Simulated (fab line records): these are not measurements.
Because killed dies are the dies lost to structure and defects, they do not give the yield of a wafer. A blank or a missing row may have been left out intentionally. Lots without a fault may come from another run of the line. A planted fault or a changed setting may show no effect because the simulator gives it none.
Which tool is to blame? + flow sky130 + Sampling: 10 lots, 30 wafers, 3 of 708 route steps

== WHAT THE GAUGES SHOWED, per wafer ==
SKY_METAL2_RS_MEAS_05: uses a four-point probe to measure.
| lot  | measured     | on            | METAL2_ALCU_RS (ohm/sq) |
|------|--------------|---------------|-------------------------|
| L995 | day 33 19:26 | film_metro-02 | 0.1267 0.1284 0.1271    |
| L999 | day 36 12:15 | film_metro-01 | 0.1274 0.1268 0.1274    |
| L100 | day 36 18:51 | film_metro-03 | 0.1274 0.1284 0.1274    |
| L104 | day 37 11:21 | film_metro-01 | 0.1282 0.1300 0.1279    |
| L106 | day 38 02:03 | film_metro-03 | 0.1285 0.1643 0.1296    |
| L105 | day 38 03:26 | film_metro-03 | 0.1270 0.1279 0.1263    |
| L109 | day 38 19:40 | film_metro-02 | 0.1648 0.1634 0.1281    |
| L110 | day 39 04:09 | film_metro-01 | 0.1286 0.1617 0.1624    |
| L114 | day 40 08:37 | film_metro-01 | 0.1250 0.1265 0.1259    |
| L115 | day 40 14:13 | film_metro-03 | 0.1263 0.1263 0.1259    |

== TOOL THAT RAN EACH LOT (tool first, then ch and the chambers of the sampled wafers, then the start) ==
| lot  | SKY_METAL1_SPUTTER_01        | SKY_METAL2_SPUTTER_02        |
|------|------------------------------|------------------------------|
| L995 | pvd_sputter-01, day 31 10:04 | pvd_sputter-02, day 33 19:20 |
| L999 | pvd_sputter-03, day 34 04:01 | pvd_sputter-02, day 36 12:08 |
| L100 | pvd_sputter-01, day 34 10:18 | pvd_sputter-03, day 36 18:45 |
| L104 | pvd_sputter-03, day 35 03:48 | pvd_sputter-02, day 37 11:13 |
| L106 | pvd_sputter-03, day 35 19:25 | pvd_sputter-02, day 38 01:58 |
| L105 | pvd_sputter-04, day 35 21:04 | pvd_sputter-03, day 38 03:20 |
| L109 | pvd_sputter-01, day 36 13:39 | pvd_sputter-02, day 38 19:35 |
| L110 | pvd_sputter-04, day 36 20:32 | pvd_sputter-02, day 39 04:03 |
| L114 | pvd_sputter-01, day 38 03:43 | pvd_sputter-04, day 40 08:32 |
| L115 | pvd_sputter-03, day 38 09:25 | pvd_sputter-03, day 40 14:08 |
- SKY_METAL1_SPUTTER_01: material TiN, target thk 20 nm, time 16.7 s.
- SKY_METAL2_SPUTTER_02: material AlCu, target thk 250 nm, time 13.3 s.

== THE ANSWER, worked out from the rows above alone ==
Rule: the lots themselves supply what counts as usual. The widest of any qualifying gaps counts: lots, ordered by their means at a reading, are off when they make up no more than a third of the lots, leave a main group of 4 or more, and stand apart from it by 3 or more times the standard deviation of that group's means. The tables above print the reading to a certain number of digits; a main group whose means all agree to those digits is not used. A lot without any number at a reading at which 4 lots or more have one is off too. All remaining lots with rows at the step are treated as sound.
Off: at SKY_METAL2_RS_MEAS_05 (METAL2_ALCU_RS), L106, L109, L110. The main group has a mean of 0.1272 ohm/sq with a standard deviation of 0.00089.
If a tool, at a process step before that reading, ran all the lots that are off and no sound lot after the first of them, it fits. Those tools and the gauges at SKY_METAL2_RS_MEAS_05 are tried in the same way. One fits: pvd_sputter-02 at SKY_METAL2_SPUTTER_02. A fault onset in the window from L104 (day 37 11:13, its last sound lot) to L106 (day 38 01:58, its first lot off) fits.

== WHAT THE SIMULATOR HAD INSERTED ==
Site profile drift: pvd_sputter-02, from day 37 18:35 on, at SKY_METAL2_SPUTTER_02. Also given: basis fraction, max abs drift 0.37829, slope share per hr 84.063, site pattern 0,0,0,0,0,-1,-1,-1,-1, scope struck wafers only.
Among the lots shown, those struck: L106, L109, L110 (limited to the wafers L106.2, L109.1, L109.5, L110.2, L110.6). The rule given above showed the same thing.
